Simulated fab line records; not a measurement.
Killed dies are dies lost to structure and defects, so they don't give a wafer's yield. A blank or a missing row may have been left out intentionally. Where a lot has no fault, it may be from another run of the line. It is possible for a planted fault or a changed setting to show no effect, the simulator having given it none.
Which tool did it? | flow sky130 | 17 wafers from 6 lots sampled at 3 of the route's 708 steps

## WHAT EACH GAUGE READ, for each wafer
SKY_LI_CONTACT_RS_MEAS_22: the measuring method here is four-point-probe.
lot  | measured     | on            | LI_CONTACT_W_RS (ohm/sq)
L471 | day 30 13:49 | film-metro-02 | 0.281 0.278 0.287
L474 | day 32 03:01 | film-metro-03 | 0.278 0.279 0.281
L477 | day 33 01:34 | film-metro-02 | 0.279 0.190 0.287 0.279 0.191 0.287
L479 | day 33 15:48 | film-metro-02 | 0.272 0.196 0.272 0.196
L488 | day 36 21:21 | film-metro-02 | 0.286 0.279 0.283
L490 | day 37 08:44 | film-metro-02 | 0.289 0.285 0.282

## WHAT TOOL EACH LOT RAN ON (gives the tool, then ch and the chambers of the sampled wafers, and finally the start)
lot  | SKY_LI_CONTACT_SPUTTER_19    | SKY_LI_CONTACT_CVD_21
L471 | pvd-sputter-04, day 30 13:32 | cvd-w-02 ch 0,1, day 30 13:41
L474 | pvd-sputter-03, day 32 02:41 | cvd-w-01 ch 0,1, day 32 02:52
L477 | pvd-sputter-04, day 33 01:18 | cvd-w-02 ch 0,1, day 33 01:26
L479 | pvd-sputter-04, day 33 15:32 | cvd-w-02 ch 0,1, day 33 15:40
L488 | pvd-sputter-03, day 36 21:05 | cvd-w-01 ch 0,1, day 36 21:14
L490 | pvd-sputter-02, day 37 08:24 | cvd-w-01 ch 0,1, day 37 08:35
- SKY_LI_CONTACT_SPUTTER_19: material Ti, target thk 20 nm, time 106.37 s.
- SKY_LI_CONTACT_CVD_21: deposits W, target thk 400 nm, time 120.56 s.

## THE ANSWER, worked out from the rows above alone
Rule: the usual values come from the lots themselves. Put in order of their means at a reading, lots are off if they are a third of the lots or fewer, leave a main group of 4 or more, and stand apart from it by a gap of 3 or more times the standard deviation of the main group's means; of several such gaps the widest counts. If all means in a main group match to the digits the tables above print for the reading, that group is not used. Also off: a lot with no number at a reading for which 4 or more lots have one. Any other lot the step has rows for is counted as sound.
Off: at SKY_LI_CONTACT_RS_MEAS_22 (LI_CONTACT_W_RS), L477, L479. Mean 0.282 ohm/sq and standard deviation 0.0021 in the main group.
If a tool, at a process step before that reading, ran all the lots that are off and no sound lot after the first of them, it fits. Those tools and the gauges at SKY_LI_CONTACT_RS_MEAS_22 are tried in the same way. Undecided on this evidence; 2 tools fit (pvd-sputter-04 at SKY_LI_CONTACT_SPUTTER_19, cvd-w-02 at SKY_LI_CONTACT_CVD_21).

## WHAT WAS PUT IN BY THE SIMULATOR
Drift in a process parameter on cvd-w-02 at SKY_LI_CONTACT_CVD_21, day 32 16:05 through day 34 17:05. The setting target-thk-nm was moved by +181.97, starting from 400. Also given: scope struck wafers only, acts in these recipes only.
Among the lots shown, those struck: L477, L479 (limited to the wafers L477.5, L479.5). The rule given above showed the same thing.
